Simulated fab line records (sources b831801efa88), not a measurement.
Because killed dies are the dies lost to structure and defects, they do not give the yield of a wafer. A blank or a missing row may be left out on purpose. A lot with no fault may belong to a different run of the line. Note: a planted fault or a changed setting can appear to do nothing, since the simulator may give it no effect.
Problem report, 8D (eight disciplines) form, completed by code -- flow sky130 -- the parts of the form that need people (team, actions taken, sign-off) are left out

== 1. WHAT IS WRONG ==
Wafers without a fault read 313.3 s, standard deviation 2.7; run-length-s at SKY_FIELD_ISO_WET_ETCH_18 reads a mean of 488.3 s on 6 wafers belonging to 2 lots. That is +65 standard deviations from the usual mean.
The step: etches Si3N4 in H3PO4, target depth 25 nm, time 286 s.
The first sign was on wafer L269.1 at day 6 11:02, on wet-bench-04. The record has a number at this step for 39 wafers belonging to 13 lots. By rule, "out" or "out of limits" means more than 4 standard deviations away from the usual mean. Any other wafer with a number is counted as sound.

== 2. WHAT IT IS; WHAT IT IS NOT ==
question,is,is not
which readings at this step,run-length-s,-
which lots,"L269, L272","L252, L253, L254, L255, L256, L257, L258, L261, L262, L265, L271"
which wafers of those lots,all that have a number,-
read on which tools,wet-bench-04,"wet-bench-01, wet-bench-03"
when,from day 6 11:02,up to then (30 sound wafers); but 3 sound wafers of L271 came after

== 3. SUSPECTS, AND WHAT RULES EACH OUT ==
Counting: a tool stays on the suspect list if, at a process step up to the reading, it processed all lots that are out and no sound lot following the first of them.
- wet-bench-04 at SKY_FIELD_ISO_WET_ETCH_18 (etches Si3N4 in H3PO4, target depth 25 nm, time 286 s): kept. It processed each lot that is out, first L269 at day 6 11:02, and no sound lot thereafter; up to then, the last sound lot it processed was L265 at day 5 12:56. Out on those wafers are its own readings of run-length-s.
After counting, what remains is wet-bench-04 at SKY_FIELD_ISO_WET_ETCH_18.

== 4. THE CAUSE (what the simulator had put in) ==
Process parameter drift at SKY_FIELD_ISO_WET_ETCH_18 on wet-bench-04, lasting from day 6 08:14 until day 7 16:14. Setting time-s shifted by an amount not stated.
Only this tool survived the counting.

== 5. SEQUENCE OF EFFECTS, ordered by route ==
Rows list readings where the struck wafers' mean (over those with a number) sits beyond 3 standard deviations from the usual. Only readings whose record carries a usual standard deviation are examined. hours: median over the lots of the time between each lot's start at the first step of this table that gives one and its start at this step. sigmas: the change, counted in usual standard deviations.
hours,step,reading,usual,on struck wafers,change,sigmas
0,SKY_FIELD_ISO_WET_ETCH_18,run-length-s,313.3 s,488.3,+175.0,+65
The process steps in it:
- SKY_FIELD_ISO_WET_ETCH_18: etches Si3N4 in H3PO4, target depth 25 nm, time 286 s.
Later steps that measure or inspect, where all struck wafers having a row at the step show a number for every such reading and not one has moved that far: SKY_POLY_GATE_CD_MEAS_13, SKY_POLY_GATE_CD_MEAS_22.

== 6. HOW IT WOULD HAVE BEEN CAUGHT EARLIER ==
In this record the first reading out of limits was taken at day 6 11:02, 3 hours after the fault began at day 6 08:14.
